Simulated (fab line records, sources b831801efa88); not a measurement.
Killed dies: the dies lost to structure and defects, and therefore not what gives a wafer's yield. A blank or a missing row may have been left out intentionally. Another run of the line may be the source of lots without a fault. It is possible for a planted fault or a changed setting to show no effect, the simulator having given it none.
fab line records | flow sky130
record lots=11 wafers=33 last-day=50
route steps=708 shown METAL1@449 VIA1@473 METAL2@484 VIA2@507
lots that met no fault: from a run of the same line without faults
start-h: hours from the record's first day to the start of the lot's first wafer shown | wait-h: hours elapsed since this lot's preceding step | " as in the row above | L1.1+2: a single row standing in for several wafers | - no value, or no start was given | * or withheld: withheld | < > ~ a bound
route shown NAME@n: names a module that has steps shown in the file, with the first one's number in the route | usual: mean and standard deviation over wafers with no fault | same: alike in all rows | chamber/n: place in a boat | sites: the reading at each site | _std_site: how widely they spread, as a standard deviation | _edge_site: inner sites' mean taken away from outer sites' mean | radius-mm: for every site, how far away it sits from the centre of the wafer | mask NAME#n: copy n | behind: the last tool/chamber to shape the wafer | hold: why the lot was held/for how many hours/how that ended | device: which transistor (n, p or np) failed to switch | end of line: the tests these same wafers got at the end of their route | a step given without rows: its recipe and nothing more | killed: not the wafer's yield, but the dies lost to structure and defects at the first sort | map: a wafer's dies, x killed, . not, _ none there
set.NAME: the setting as run; set.NAME@STEP: as run at that earlier step | model.NAME: the simulator's own value behind a step, which no gauge read
a sample of lots followed through the steps of the route, with each step as a table and each wafer as a row
services: a tool's chamber out of use, with start hour (start-h, from the record's first day; less than 0 if before it), hours out, and reason
## steps
# step SKY_METAL1_CD_MEAS_15
# recipe target-cd-nm=140
# usual cd-nm=139.8/2
# columns lot.wafer tool chamber start-h wait-h cd-nm
L167.1 cd-sem-01 - 759.23 - 139.8
L167.4 " - " " 140.8
L167.6 " - " " 140.2
L168.3 cd-sem-01 - 762.89 - 139.9
L168.4 " - " " 139.4
L168.5 " - " " 140.0
L169.4 cd-sem-01 - 765.36 - 142.9
L169.5 " - " " 143.0
L169.6 " - " " 142.5
L171.4 cd-sem-02 - 787.11 - 138.3
L171.5 " - " " 136.9
L171.6 " - " " 138.5
L172.2 cd-sem-02 - 797.10 - 138.6
L172.5 " - " " 138.6
L172.6 " - " " 137.3
L176.2 cd-sem-01 - 829.45 - 138.9
L176.4 " - " " 138.8
L176.6 " - " " 140.1
L177.1 cd-sem-02 - 838.00 - 141.4
L177.2 " - " " 140.1
L177.3 " - " " 141.2
L183.1 cd-sem-02 - 896.39 - 140.6
L183.4 " - " " 142.2
L183.5 " - " " 141.2
L188.1 cd-sem-02 - 922.69 - 137.1
L188.2 " - " " 140.0
L188.5 " - " " 139.1
L189.1 cd-sem-02 - 932.34 - 138.3
L189.5 " - " " 139.7
L189.6 " - " " 139.8
L190.4 cd-sem-02 - 937.49 - 138.4
L190.5 " - " " 139.9
L190.6 " - " " 138.6
# step SKY_VIA1_ETCH_15
# recipe target=SiO2 chemistry=C4F8/O2/Ar target-depth-nm=351 stop-on=TiN mask-material=KrF-thick source-w=1500 bias-w=1200 pressure-mtorr=40 c4f8-flow-sccm=withheld O2_flow_sccm=6 Ar_flow_sccm=300 time-s=54
# usual oes-product-au=0.981/0.0058
# columns lot.wafer tool chamber start-h wait-h oes-product-au rf-hours-counter-h
L167.1 rie-diel-02 2 786.68 0.0 0.980 1
L167.4 " 1 " " 0.978 6
L167.6 " 3 " " 0.982 -
L168.3 rie-diel-02 0 791.63 0.0 0.979 9
L168.4 " 3 " " 0.980 -
L168.5 " 2 " " 0.986 -
L169.4 rie-diel-02 2 793.76 0.0 0.983 -
L169.5 " 3 " " 0.981 -
L169.6 " 0 " " 0.968 -
L171.4 rie-diel-02 2 815.98 0.0 0.977 1
L171.5 " 0 " " 0.982 -
L171.6 " 1 " " 0.989 -
L172.2 rie-diel-02 3 826.23 0.0 0.978 14
L172.5 " 3 " " 0.975 -
L172.6 " 0 " " 0.970 -
L176.2 rie-diel-04 3 856.48 0.0 0.990 5
L176.4 " 1 " " 0.992 22
L176.6 " 2 " " 0.976 -
L177.1 rie-diel-03 0 865.28 0.0 0.979 13
L177.2 " 3 " " 0.990 15
L177.3 " 1 " " 0.984 14
L183.1 rie-diel-02 1 923.23 0.0 0.975 9
L183.4 " 0 " " 0.987 12
L183.5 " 1 " " 0.982 -
L188.1 rie-diel-03 1 948.08 0.0 0.976 16
L188.2 " 2 " " 0.985 18
L188.5 " 0 " " 0.990 -
L189.1 rie-diel-04 1 958.65 0.0 0.979 25
L189.5 " 1 " " 0.978 -
L189.6 " 0 " " 0.987 -
L190.4 rie-diel-03 3 962.89 0.0 0.979 18
L190.5 " 1 " " 0.986 -
L190.6 " 2 " " 0.966 -
# step SKY_METAL2_SPUTTER_01
# recipe material=TiN target-thk-nm=20 power-w=6500 time-s=16.7 chamber-pressure-pa=0.4
# usual throttle-valve-pct=29.4/1.1
# columns lot.wafer tool chamber start-h wait-h throttle-valve-pct
L167.1 pvd-sputter-01 - 787.98 0.0 29.6
L167.4 " - " " 27.7
L167.6 " - " " 29.6
L168.3 pvd-sputter-01 - 792.93 0.0 29.6
L168.4 " - " " 28.2
L168.5 " - " " 29.3
L169.4 pvd-sputter-02 - 795.07 0.0 30.8
L169.5 " - " " 29.1
L169.6 " - " " 30.4
L171.4 pvd-sputter-03 - 817.28 0.0 28.6
L171.5 " - " " 29.9
L171.6 " - " " 31.1
L172.2 pvd-sputter-03 - 827.58 0.0 28.5
L172.5 " - " " 28.6
L172.6 " - " " 30.0
L176.2 pvd-sputter-02 - 857.79 0.0 30.5
L176.4 " - " " 30.9
L176.6 " - " " 29.2
L177.1 pvd-sputter-02 - 866.61 0.0 30.4
L177.2 " - " " 29.4
L177.3 " - " " 29.0
L183.1 pvd-sputter-01 - 924.53 0.0 29.4
L183.4 " - " " 28.1
L183.5 " - " " 27.6
L188.1 pvd-sputter-01 - 949.39 0.0 27.7
L188.2 " - " " 29.6
L188.5 " - " " 27.7
L189.1 pvd-sputter-01 - 960.01 0.0 27.5
L189.5 " - " " 27.5
L189.6 " - " " 29.4
L190.4 pvd-sputter-01 - 964.62 0.0 30.2
L190.5 " - " " 27.6
L190.6 " - " " 30.1
# step SKY_VIA2_HDPCVD_00
# recipe material=SiO2 target-thk-nm=1180 sigma-open-frac=0.3 time-s=196.7 temp-c=400 sih4-flow-sccm=60 pressure-mtorr=6
# usual sih4-flow-sccm=59.97/0.16
# columns lot.wafer tool chamber start-h wait-h sih4-flow-sccm
L167.1 hdpcvd-01 2 816.88 0.0 60.05
L167.4 " 2 " " 59.98
L167.6 " 0 " " 59.89
L168.3 hdpcvd-01 0 821.93 0.0 60.17
L168.4 " 0 " " 59.87
L168.5 " 2 " " 60.01
L169.4 hdpcvd-02 1 823.44 0.1 60.01
L169.5 " 2 " " 59.79
L169.6 " 0 " " 60.27
L171.4 hdpcvd-01 1 845.10 0.1 60.00
L171.5 " 1 " " 60.13
L171.6 " 2 " " 59.92
L172.2 hdpcvd-02 0 854.09 0.0 60.14
L172.5 " 0 " " 59.86
L172.6 " 2 " " 59.86
L176.2 hdpcvd-02 2 885.14 0.0 47.93
L176.4 " 1 " " 48.09
L176.6 " 0 " " 48.02
L177.1 hdpcvd-02 0 893.23 0.0 47.89
L177.2 " 1 " " 48.12
L177.3 " 2 " " 47.83
L183.1 hdpcvd-01 2 950.24 0.0 60.09
L183.4 " 0 " " 60.02
L183.5 " 1 " " 59.84
L188.1 hdpcvd-01 1 974.20 0.0 59.96
L188.2 " 0 " " 60.29
L188.5 " 0 " " 60.04
L189.1 hdpcvd-02 1 985.10 0.0 60.05
L189.5 " 2 " " 60.09
L189.6 " 0 " " 60.20
L190.4 hdpcvd-02 1 989.66 0.1 60.03
L190.5 " 2 " " 60.10
L190.6 " 0 " " 59.92
# step SKY_VIA2_THK_MEAS_01
# recipe reads=SiO2_of_VIA2_HDPCVD_00
# usual VIA2_HDPCVD_THK=1171/11
# columns lot.wafer tool chamber start-h wait-h hold VIA2_HDPCVD_THK[nm]
L167.1 film-metro-02 - 817.00 0.1 - 1142
L167.4 " - " " - 1150
L167.6 " - " " - 1159
L168.3 film-metro-02 - 822.08 0.1 - 1170
L168.4 " - " " - 1181
L168.5 " - " " - 1166
L169.4 film-metro-02 - 823.53 0.0 - 1184
L169.5 " - " " - 1186
L169.6 " - " " - 1161
L171.4 film-metro-03 - 845.25 0.1 - 1177
L171.5 " - " " - 1164
L171.6 " - " " - 1164
L172.2 film-metro-03 - 854.23 0.1 - 1191
L172.5 " - " " - 1179
L172.6 " - " " - 1192
L176.2 film-metro-04 - 885.28 0.1 await-dispo/0.2h/release 924
L176.4 " - " " await-dispo/0.2h/release 922
L176.6 " - " " await-dispo/0.2h/release 926
L176.2 film-metro-04 - 885.50 0.2 - 925
L176.4 " - " " - 921
L176.6 " - " " - 925
L177.1 film-metro-04 - 893.35 0.1 await-dispo/0.2h/release 930
L177.2 " - " " await-dispo/0.2h/release 914
L177.3 " - " " await-dispo/0.2h/release 943
L177.1 film-metro-04 - 893.58 0.2 - 931
L177.2 " - " " - 914
L177.3 " - " " - 943
L183.1 film-metro-02 - 950.37 0.1 - 1153
L183.4 " - " " - 1175
L183.5 " - " " - 1182
L188.1 film-metro-03 - 974.33 0.1 - 1174
L188.2 " - " " - 1169
L188.5 " - " " - 1167
L189.1 film-metro-03 - 985.23 0.1 - 1177
L189.5 " - " " - 1178
L189.6 " - " " - 1168
L190.4 film-metro-04 - 989.75 0.0 - 1163
L190.5 " - " " - 1175
L190.6 " - " " - 1171
## services
# columns tool chamber start-h hours kind
pvd-sputter-02 - 782.71 1.2 repair
rie-diel-03 1 790.67 6.4 repair
pvd-sputter-02 - 791.87 1.8 repair
pvd-sputter-02 - 802.97 4.8 repair
hdpcvd-01 - 811.02 2.0 repair
pvd-sputter-02 - 834.71 1.1 repair
hdpcvd-01 0 841.02 4.0 repair
rie-diel-04 0 870.81 1.3 repair
rie-diel-02 - 871.10 14.6 pm
pvd-sputter-01 0 872.37 - consumable-replace:kit
pvd-sputter-01 0 872.37 18.0 scheduled-down
pvd-sputter-01 0 872.37 18.0 vent-cycle
rie-diel-03 1 882.30 14.7 repair
pvd-sputter-02 - 887.64 3.4 repair
pvd-sputter-01 - 890.77 4.1 repair
rie-diel-04 1 900.85 2.5 repair
pvd-sputter-02 - 904.31 11.8 repair
pvd-sputter-01 - 925.11 1.4 repair
rie-diel-04 3 927.39 5.5 repair
hdpcvd-01 2 933.80 7.0 repair
rie-diel-03 3 946.18 9.8 repair
hdpcvd-01 - 950.37 15.0 pm
hdpcvd-01 0 950.37 15.0 vent-cycle
hdpcvd-01 1 950.37 15.0 vent-cycle
## key
first-sign step=SKY_VIA2_HDPCVD_00 reading=sih4-flow-sccm direction=down sigmas=75 usual=59.97 struck=47.98
effect step=SKY_VIA2_THK_MEAS_01 reading=visit direction=added
effect step=SKY_VIA2_THK_MEAS_01 reading=VIA2_HDPCVD_THK direction=down sigmas=22 usual=1171 struck=926
met-at SKY_VIA2_HDPCVD_00
struck-lots L176,L177
not-acting-at SKY_METAL1_CD_MEAS_15,SKY_VIA1_ETCH_15,SKY_METAL2_SPUTTER_01
onset-between 854.09 885.14
fault kind=process-parameter-drift tool=hdpcvd-02 chamber=- onset-h=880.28 steps=SKY_VIA2_HDPCVD_00 channel=sih4-flow-sccm offset=-12 shape=step end-h=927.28 acts-in=these-recipes-only stated=60
